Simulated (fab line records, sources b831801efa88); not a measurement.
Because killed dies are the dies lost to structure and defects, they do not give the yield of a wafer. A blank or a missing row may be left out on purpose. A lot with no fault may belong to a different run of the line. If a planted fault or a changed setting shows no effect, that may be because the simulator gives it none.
Which tool did it?	flow gf180mcu	Sampling: 13 lots, 39 wafers, 4 of 602 route steps

== WHAT THE GAUGES SHOWED, per wafer ==
GF_VT_IMPLANT_OVL_MEAS_29.
lot	measured	on	VT_IMPLANT_02_OVL (nm)
L663	day 6 21:10	overlay-01	2.0 1.7 1.8
L664	day 7 04:08	overlay-01	-0.5 -0.3 -1.0
L665	day 7 10:11	overlay-01	0.0 1.2 1.4
L670	day 8 17:29	overlay-01	- - -
L671	day 8 23:02	overlay-01	- - -
L677	day 10 14:33	overlay-02	0.4 1.8 0.0
L678	day 10 22:28	overlay-01	1.2 0.4 0.2
L679	day 11 02:32	overlay-02	-0.6 0.3 0.2
L680	day 11 09:38	overlay-02	0.0 0.9 2.2
L681	day 11 17:18	overlay-02	1.2 0.3 -1.1
L682	day 12 00:48	overlay-01	0.6 0.2 0.0
L683	day 12 07:51	overlay-02	-0.5 -2.1 0.0
L686	day 13 03:57	overlay-01	0.7 0.5 0.3

GF_VT_IMPLANT_TW_MEAS_32.
lot	measured	on	VT_IMPLANT_3_TW
L663	day 6 21:27	film_metro-01	276 275 275
L664	day 7 04:26	film_metro-03	270 270 270
L665	day 7 10:28	film_metro-01	278 276 276
L670	day 8 17:46	film_metro-01	31 31 31
L671	day 8 23:20	film_metro-03	30 30 30
L677	day 10 14:50	film_metro-01	275 276 278
L678	day 10 22:46	film_metro-04	265 264 265
L679	day 11 02:49	film_metro-01	274 275 276
L680	day 11 09:55	film_metro-01	275 276 274
L681	day 11 17:35	film_metro-01	276 275 275
L682	day 12 01:05	film_metro-03	268 269 270
L683	day 12 08:08	film_metro-01	275 275 275
L686	day 13 04:14	film_metro-01	274 275 275

== EACH LOT AND THE TOOL THAT RAN IT (in order: tool; ch and the chambers of the sampled wafers; start) ==
lot	GF_STI_CMP_25	GF_VT_IMPLANT_DEVELOP_28
L663	cmp-02 ch 1,3, day 2 04:16	litho_track-04 ch 0, day 6 21:01
L664	cmp-02 ch 1,2,3, day 2 09:19	litho_track-03 ch 0, day 7 04:02
L665	cmp-01 ch 0,1,2, day 2 14:24	litho_track-03 ch 0, day 7 10:02
L670	cmp-01 ch 0,1,2, day 3 15:43	litho_track-03 ch 0, day 8 17:20
L671	cmp-01 ch 0,2,3, day 3 20:52	litho_track-03 ch 0, day 8 22:55
L677	cmp-01 ch 2,3, day 5 03:18	litho_track-04 ch 0, day 10 14:24
L678	cmp-01 ch 0,2, day 5 09:28	litho_track-02 ch 0, day 10 22:19
L679	cmp-01 ch 1,2,3, day 5 14:07	litho_track-02 ch 0, day 11 02:24
L680	cmp-01 ch 0,1,2, day 5 18:23	litho_track-02 ch 0, day 11 09:30
L681	cmp-02 ch 1,2, day 6 01:16	litho_track-04 ch 0, day 11 17:10
L682	cmp-02 ch 2,3, day 6 04:50	litho_track-03 ch 0, day 12 00:42
L683	cmp-02 ch 0,1,2, day 6 11:01	litho_track-04 ch 0, day 12 07:42
L686	cmp-01 ch 0,1,3, day 7 03:13	litho_track-04 ch 0, day 13 03:48
- GF_STI_CMP_25: polishes, stops on Si3N4, t overpolish 33 s, target thk 524.6 nm.
- GF_VT_IMPLANT_DEVELOP_28: develop time 60 s.

== AS READ BY THE TOOLS THEMSELVES (means over the sampled wafers that have a number; for cases with no such wafer, the mark the record gives instead) ==
GF_STI_CMP_25.
lot	tool	motor_current_A (A)	overpolish_run_s (s)	platen_rpm (rpm)	slurry_flow_ml_min	time_to_endpoint_s (s)
L663	cmp-02	11.2	33.005	60.00	149.8	127
L664	cmp-02	11.9	33.001	59.97	149.7	125
L665	cmp-01	13.3	32.999	60.01	149.8	119
L670	cmp-01	13.6	33.003	59.99	150.1	125
L671	cmp-01	13.7	32.997	60.02	150.0	124
L677	cmp-01	14.0	33.003	60.01	150.2	125
L678	cmp-01	13.0	32.994	60.01	150.0	125
L679	cmp-01	13.5	33.000	59.95	150.1	125
L680	cmp-01	13.4	33.000	60.02	150.1	121
L681	cmp-02	12.0	33.001	59.94	149.9	123
L682	cmp-02	12.2	32.998	59.98	149.9	118
L683	cmp-02	11.9	32.992	60.00	150.1	123
L686	cmp-01	13.1	33.000	60.00	149.8	123

== THE ANSWER, worked out from the rows above alone ==
Rule: usual is defined by the lots themselves. The widest of any qualifying gaps counts: lots, ordered by their means at a reading, are off when they make up no more than a third of the lots, leave a main group of 4 or more, and stand apart from it by 3 or more times the standard deviation of that group's means. A main group whose means are all the same, to the digits that the tables above print for the reading, isn't used. Also off: a lot with no number at a reading for which 4 or more lots have one. Where the step has rows for the other lots, those lots are counted as sound. Order of review: gauges by route order, followed by the tools' own readings, for which a lot's mean as printed above is used. The first step at which some lot is off is used, and at that step the reading that is off furthest; a lot without a number counts as furthest.
Off: L670, L671, seen at GF_VT_IMPLANT_OVL_MEAS_29 (VT_IMPLANT_02_OVL). Without a number there: L670, L671. Mean 0.4 nm and standard deviation 0.72 in the main group.
A tool fits if, at a process step before that reading, it ran every lot that is off, and no sound lot after the first of them. Not tried: the gauges at GF_VT_IMPLANT_OVL_MEAS_29; whatever is off there is also off at GF_VT_IMPLANT_TW_MEAS_32, on other tools, and gauge error can't account for it. Not one of the candidates tried fits.

== WHAT HAD BEEN PUT IN BY THE SIMULATOR ==
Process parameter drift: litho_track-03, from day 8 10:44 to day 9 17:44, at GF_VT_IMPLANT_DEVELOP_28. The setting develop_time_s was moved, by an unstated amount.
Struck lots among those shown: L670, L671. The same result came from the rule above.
